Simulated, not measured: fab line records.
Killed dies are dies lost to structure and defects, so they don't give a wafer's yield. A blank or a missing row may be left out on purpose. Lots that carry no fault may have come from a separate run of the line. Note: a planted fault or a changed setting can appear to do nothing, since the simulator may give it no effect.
What tool caused it? | flow gf180mcu | Sampling: 12 lots, 36 wafers, 6 of 602 route steps

== WHAT THE GAUGES SHOWED, per wafer ==
GF_DNWELL_TW_MEAS_09. Usual: DNWELL_TW gives 1355 (standard deviation 13).
lot  | measured    | on            | DNWELL_TW      | flag
L952 | day 3 08:29 | film-metro-02 | 1342 1340 1344 |
L953 | day 3 13:23 | film-metro-02 | 1341 1341 1347 |
L954 | day 3 16:45 | film-metro-02 | 1348 1357 1344 |
L955 | day 4 04:47 | film-metro-01 | 1362 1362 1353 |
L958 | day 4 13:26 | film-metro-03 | 1363 1358 1363 |
L959 | day 4 19:46 | film-metro-02 | 1338 1337 1345 |
L960 | day 5 01:17 | film-metro-01 | 1338 1339 1339 |
L961 | day 5 05:10 | film-metro-03 | 1364 1367 1363 |
L963 | day 5 16:47 | film-metro-03 | 1367 1369 1368 |
L965 | day 6 02:32 | film-metro-01 | 1340 1342 1335 |
L966 | day 6 08:02 | film-metro-03 | 1375 1369 1370 |
L970 | day 7 04:34 | film-metro-01 | 1356 1357 1348 |

GF_MVSD_TW_MEAS_11. Usual: MVSD_TW gives 1587 (standard deviation 9.9).
lot  | measured    | on            | MVSD_TW        | flag
L952 | day 5 01:52 | film-metro-01 | 1572 1589 1587 |
L953 | day 5 06:47 | film-metro-01 | 1589 1574 1577 |
L954 | day 5 12:20 | film-metro-04 | 1576 1578 1586 |
L955 | day 5 23:01 | film-metro-04 | 1589 1590 1583 |
L958 | day 6 10:46 | film-metro-03 | 1606 1596 1600 |
L959 | day 6 16:55 | film-metro-04 | 1571 1578 1572 |
L960 | day 6 22:40 | film-metro-01 | 1566 1567 1582 |
L961 | day 7 03:40 | film-metro-01 | 1583 1584 1586 |
L963 | day 7 15:16 | film-metro-03 | 1603 1603 1597 |
L965 | day 8 02:28 | film-metro-01 | 1856 1859 1858 | OFF
L966 | day 8 08:26 | film-metro-03 | 1871 1879 1858 | OFF
L970 | day 9 07:55 | film-metro-01 | 1576 1580 1583 |

GF_VT_IMPLANT_RS_MEAS_46: a four-point-probe measurement. Usual: MVSD_RS gives 456.1 ohm/sq (standard deviation 1.2).
lot  | measured     | on            | MVSD_RS (ohm/sq)  | flag
L952 | day 8 06:44  | film-metro-04 | 456.4 455.8 456.0 |
L953 | day 8 13:23  | film-metro-04 | 456.8 457.6 456.1 |
L954 | day 8 21:34  | film-metro-01 | 457.3 456.2 456.4 |
L955 | day 9 08:17  | film-metro-01 | 455.1 456.6 455.7 |
L958 | day 9 23:47  | film-metro-03 | 454.1 457.2 456.9 |
L959 | day 10 06:25 | film-metro-04 | 456.3 457.0 455.6 |
L960 | day 10 13:58 | film-metro-01 | 456.7 457.0 457.4 |
L961 | day 10 17:43 | film-metro-04 | 455.2 455.8 454.0 |
L963 | day 11 09:05 | film-metro-01 | 456.8 456.5 457.2 |
L965 | day 11 20:25 | film-metro-03 | 351.9 352.4 352.0 | OFF
L966 | day 12 04:44 | film-metro-04 | 353.9 353.0 353.5 | OFF
L970 | day 13 06:58 | film-metro-01 | 457.1 457.0 456.1 |

== EACH LOT AND THE TOOL THAT RAN IT (in order: tool; ch and the chambers of the sampled wafers; start) ==
lot  | GF_STI_CMP_25                | GF_MVSD_IMPLANT_08             | GF_MVPSD_STRIP_10
L952 | cmp-02 ch 0,2,3, day 2 16:55 | implanter-02 ch 0, day 5 01:29 | plasma-asher-01 ch 0,1, day 5 16:31
L953 | cmp-01 ch 0,1, day 2 20:35   | implanter-03 ch 0, day 5 06:24 | plasma-asher-02 ch 0,1, day 5 21:33
L954 | cmp-02 ch 0,2, day 3 01:25   | implanter-03 ch 0, day 5 11:58 | plasma-asher-03 ch 0,1, day 6 03:29
L955 | cmp-01 ch 0,2,3, day 3 07:11 | implanter-02 ch 0, day 5 22:38 | plasma-asher-01 ch 0,1, day 6 13:36
L958 | cmp-01 ch 1,2,3, day 3 20:54 | implanter-03 ch 0, day 6 10:23 | plasma-asher-01 ch 0,1, day 7 02:33
L959 | cmp-01 ch 2,3, day 4 02:44   | implanter-02 ch 0, day 6 16:31 | plasma-asher-03 ch 1, day 7 08:43
L960 | cmp-02 ch 1,2,3, day 4 07:34 | implanter-03 ch 0, day 6 22:16 | plasma-asher-03 ch 0,1, day 7 14:48
L961 | cmp-01 ch 0,2, day 4 12:08   | implanter-04 ch 0, day 7 03:16 | plasma-asher-02 ch 0,1, day 7 19:52
L963 | cmp-01 ch 1,2, day 4 23:01   | implanter-02 ch 0, day 7 14:53 | plasma-asher-03 ch 1, day 8 07:16
L965 | cmp-01 ch 1,2, day 5 08:48   | implanter-02 ch 0, day 8 02:04 | plasma-asher-01 ch 0,1, day 8 19:16
L966 | cmp-02 ch 0,1,3, day 5 14:17 | implanter-02 ch 0, day 8 08:03 | plasma-asher-01 ch 1, day 9 01:58
L970 | cmp-01 ch 0,1,2, day 6 10:19 | implanter-03 ch 0, day 9 07:31 | plasma-asher-01 ch 0,1, day 10 02:00
- GF_STI_CMP_25: polishes, stops on Si3N4, t overpolish 33 s, target thk 524.6 nm.
- GF_MVSD_IMPLANT_08
- GF_MVPSD_STRIP_10: strips in O2/N2.

== AS READ BY THE TOOLS THEMSELVES (means over the sampled wafers that have a number; for cases with no such wafer, the mark the record gives instead) ==
GF_STI_CMP_25. Usual: motor-current-A 11.6 A, standard deviation 1.2; overpolish-run-s 33.000 s, standard deviation 0.0093; time-to-endpoint-s 120 s, standard deviation 5.7.
lot  | tool   | motor-current-A (A) | overpolish-run-s (s) | time-to-endpoint-s (s) | flag
L952 | cmp-02 | 11.2                | 32.998               | 132                    |
L953 | cmp-01 | 12.6                | 32.998               | 123                    |
L954 | cmp-02 | 10.2                | 33.000               | 132                    |
L955 | cmp-01 | 11.3                | 33.002               | 121                    |
L958 | cmp-01 | 11.0                | 33.010               | 117                    |
L959 | cmp-01 | 10.7                | 33.000               | 116                    |
L960 | cmp-02 | 12.3                | 33.001               | 116                    |
L961 | cmp-01 | 12.1                | 32.997               | 118                    |
L963 | cmp-01 | 11.2                | 32.993               | 117                    |
L965 | cmp-01 | 11.2                | 32.988               | 120                    |
L966 | cmp-02 | 11.7                | 32.989               | 119                    |
L970 | cmp-01 | 11.3                | 33.007               | 119                    |

GF_MVSD_IMPLANT_08. Usual: beam-on-s 10.03 s, standard deviation 0.2; dose-ions-cm2 1.6005e+13, standard deviation 1.7e+10; faraday-current-uA 90.0, standard deviation 1.8.
lot  | tool         | beam-on-s (s) | dose-ions-cm2 | faraday-current-uA | flag
L952 | implanter-02 | 9.99          | 1.5995e+13    | 90.1               |
L953 | implanter-03 | 10.13         | 1.6000e+13    | 89.1               |
L954 | implanter-03 | 9.92          | 1.6021e+13    | 90.7               |
L955 | implanter-02 | 10.31         | 1.5999e+13    | 87.3               |
L958 | implanter-03 | 10.03         | 1.5992e+13    | 90.0               |
L959 | implanter-02 | 9.86          | 1.6000e+13    | 91.6               |
L960 | implanter-03 | 10.06         | 1.5999e+13    | 89.7               |
L961 | implanter-04 | 10.04         | 1.5995e+13    | 89.9               |
L963 | implanter-02 | 10.09         | 1.6019e+13    | 89.8               |
L965 | implanter-02 | 10.80         | 2.8164e+13    | 147.3              | OFF
L966 | implanter-02 | 10.70         | 2.8168e+13    | 148.8              | OFF
L970 | implanter-03 | 10.00         | 1.6018e+13    | 90.3               |

GF_MVPSD_STRIP_10. Usual: drypump-motor-current-A 5.8 A, standard deviation 0.37; heater-power-w 308 W, standard deviation 35; oes-product-au 0.722 a.u., standard deviation 0.0045; strip-time-to-endpoint-s 36.93 s, standard deviation 0.091.
lot  | tool            | drypump-motor-current-A (A) | heater-power-w (W) | oes-product-au (a.u.) | strip-time-to-endpoint-s (s) | flag
L952 | plasma-asher-01 | 5.6                         | 309                | 0.717                 | 36.86                        |
L953 | plasma-asher-02 | 6.4                         | 333                | 0.719                 | 36.76                        |
L954 | plasma-asher-03 | 5.6                         | 290                | 0.722                 | 36.87                        |
L955 | plasma-asher-01 | 5.6                         | 310                | 0.722                 | 36.92                        |
L958 | plasma-asher-01 | 5.6                         | 305                | 0.726                 | 36.85                        |
L959 | plasma-asher-03 | 5.6                         | 296                | 0.722                 | 36.90                        |
L960 | plasma-asher-03 | 5.6                         | 282                | 0.723                 | 36.89                        |
L961 | plasma-asher-02 | 6.5                         | 304                | 0.721                 | 37.00                        |
L963 | plasma-asher-03 | 5.6                         | 305                | 0.722                 | 36.91                        |
L965 | plasma-asher-01 | 5.6                         | 308                | 0.722                 | 36.90                        |
L966 | plasma-asher-01 | 5.7                         | 359                | 0.718                 | 36.91                        |
L970 | plasma-asher-01 | 5.6                         | 304                | 0.720                 | 36.87                        |

== THE ANSWER, worked out from the rows above alone ==
Rule: a lot is off if the mean of its wafers that have a number lies more than 3 standard deviations from the usual mean. Also off: a lot with no number at a reading for which 4 or more lots have one. The other lots that the step has rows for count as sound. After the gauges, taken in route order, come the tools' own readings; for these a lot's mean is taken, as printed above. The first step at which some lot is off is used, and at that step the reading that is off furthest; a lot without a number counts as furthest.
Off: L965, L966, seen at GF_MVSD_TW_MEAS_11 (MVSD_TW).
A tool fits if, at a process step before that reading, it ran every lot that is off, and no sound lot after the first of them. The gauges at GF_MVSD_TW_MEAS_11 aren't tried: what is off there is off at GF_MVSD_IMPLANT_08 too, on other tools, and a gauge's error can't cause that. One fits: implanter-02 at GF_MVSD_IMPLANT_08. Its last sound lot is L963 (day 7 14:53), its first lot that is off L965 (day 8 02:04): a fault that began between those two fits.
The tool's own readings at GF_MVSD_IMPLANT_08 bear it out: on the lots that are off they differ by more than 5 times the standard deviation of the sound lots' means. beam-on-s reads 10.75 s there against 10.04 s on the sound lots; dose-ions-cm2 reads 2.8166e+13 there against 1.6004e+13 on the sound lots; faraday-current-uA reads 148.1 there against 89.8 on the sound lots.

== WHAT THE SIMULATOR HAD PUT IN ==
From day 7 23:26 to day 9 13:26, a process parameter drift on implanter-02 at GF_MVSD_IMPLANT_08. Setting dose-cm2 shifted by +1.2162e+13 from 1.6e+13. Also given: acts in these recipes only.
Struck lots among those shown: L965, L966. Same finding as the rule above.
